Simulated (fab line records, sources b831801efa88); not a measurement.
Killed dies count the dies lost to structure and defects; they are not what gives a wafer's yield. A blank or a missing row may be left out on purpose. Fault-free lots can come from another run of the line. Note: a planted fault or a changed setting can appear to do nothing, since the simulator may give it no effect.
Chamber matching -- flow sky130 -- cmp-01 running SKY_VIA2_CMP_24: 4 sister chambers
The step polishes, stops on SiO2, t overpolish 20 s, target thk 0 nm. 4 wafers are shown with their chamber, then 12 later ones without.

== WAFERS WITH THEIR CHAMBER ==
wafer,chamber,motor current A (A)
L085.4,0,9.7
L086.4,1,10.5
L086.5,2,11.0
L086.6,3,11.1

== WAFERS WITHOUT THEIR CHAMBER ==
wafer,motor current A (A)
L088.1,10.7
L088.2,12.1
L088.3,10.8
L094.2,9.9
L094.3,10.4
L094.6,10.6
L095.3,11.1
L095.4,10.4
L095.5,9.6
L097.4,9.9
L097.5,11.2
L097.6,10.8

== WHICH CHAMBER EACH ONE RAN IN ==
wafer,from the rows above,in truth
L088.1,can't be placed: 1 or 2 or 3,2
L088.2,can't be placed: 3 or 2 or 1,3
L088.3,can't be placed: 2 or 3 or 1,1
L094.2,can't be placed: 0 or 1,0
L094.3,can't be placed: 1 or 2 or 3 or 0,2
L094.6,can't be placed: 1 or 2 or 3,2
L095.3,can't be placed: 3 or 2 or 1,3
L095.4,can't be placed: 1 or 2 or 3 or 0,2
L095.5,0,0
L097.4,can't be placed: 0 or 1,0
L097.5,can't be placed: 3 or 2 or 1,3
L097.6,can't be placed: 2 or 3 or 1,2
Correct placement for 1 of the 12. These rows do not allow placing 11 (true chamber among the candidates in 11). Wrongly placed: 0.
How it was worked out, from the rows above alone: a wafer's distance from a chamber is the root of the sum, over the readings, of the square of ((its reading less the chamber's mean) divided by the reading's scatter). If the next closest chamber is less than 2 further off than the closest, the wafer can't be placed; otherwise it belongs to the closest. A chamber's mean is the mean of its shown wafers. The scatter: with one shown wafer a chamber, the root of the mean of the squares of how far each hidden wafer lies from its nearest shown one.
